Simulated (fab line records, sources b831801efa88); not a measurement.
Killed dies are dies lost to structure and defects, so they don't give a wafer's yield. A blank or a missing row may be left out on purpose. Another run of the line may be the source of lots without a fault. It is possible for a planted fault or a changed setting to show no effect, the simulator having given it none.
Chamber matching | flow gf180mcu | 4 sister chambers for GF_V2_CMP_04 on cmp-02
The step polishes SiO2. 16 wafers are shown with their chamber, then 8 later ones without.

## WAFERS, EACH WITH ITS CHAMBER
wafer  | chamber | motorCurrentA (A) | timeToEndpointS (s)
L659.1 | 2       | 11.8              | 78
L659.2 | 3       | 11.5              | 73
L659.3 | 1       | 12.5              | 77
L661.2 | 0       | 11.3              | 75
L661.5 | 3       | 11.6              | 76
L661.6 | 2       | 11.5              | 90
L662.2 | 1       | 13.0              | 83
L662.3 | 0       | 11.0              | 74
L662.6 | 1       | 12.1              | 85
L666.3 | 2       | 11.8              | 80
L666.4 | 1       | 12.9              | 88
L666.6 | 0       | 11.5              | 85
L668.1 | 0       | 11.5              | 80
L668.3 | 2       | 11.7              | 86
L668.4 | 1       | 13.2              | 86
L674.1 | 0       | 11.6              | 78

SIGNATURES (means of the wafers above)
reading         | chamber 0 | chamber 1 | chamber 2 | chamber 3 | scatter within a chamber
motorCurrentA   | 11.380    | 12.740    | 11.700    | 11.550    | 0.298
timeToEndpointS | 78.40     | 83.80     | 83.50     | 74.50     | 4.5
Rule: a wafer's distance from a chamber is the root of the sum, over the readings, of the square of ((its reading less the chamber's mean) divided by the reading's scatter). If the next closest chamber is less than 2 further off than the closest, the wafer can't be placed; otherwise it belongs to the closest. The scatter is the square root of a quotient: the sum, over the shown wafers, of each reading's squared deviation from its chamber's mean, divided by wafers minus chambers.

## WAFERS MISSING THEIR CHAMBER
wafer  | motorCurrentA (A) | timeToEndpointS (s)
L674.3 | 12.1              | 76
L674.4 | 13.2              | 85
L677.2 | 11.4              | 82
L677.3 | 12.2              | 87
L677.6 | 12.5              | 89
L681.1 | 12.2              | 83
L681.2 | 11.8              | 73
L681.5 | 12.9              | 81

## EACH ONE'S CHAMBER
wafer  | from the rows above               | in truth
L674.3 | can't be placed: 3 or 2 or 0 or 1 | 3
L674.4 | 1                                 | 1
L677.2 | can't be placed: 0 or 2 or 3      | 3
L677.3 | can't be placed: 2 or 1 or 0 or 3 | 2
L677.6 | can't be placed: 1 or 2           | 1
L681.1 | can't be placed: 2 or 1 or 3 or 0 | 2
L681.2 | can't be placed: 3 or 0 or 2      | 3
L681.5 | 1                                 | 1
Correctly placed: 2 of 8. These rows do not allow placing 6 (true chamber among the candidates in 6). 0 placed wrongly.
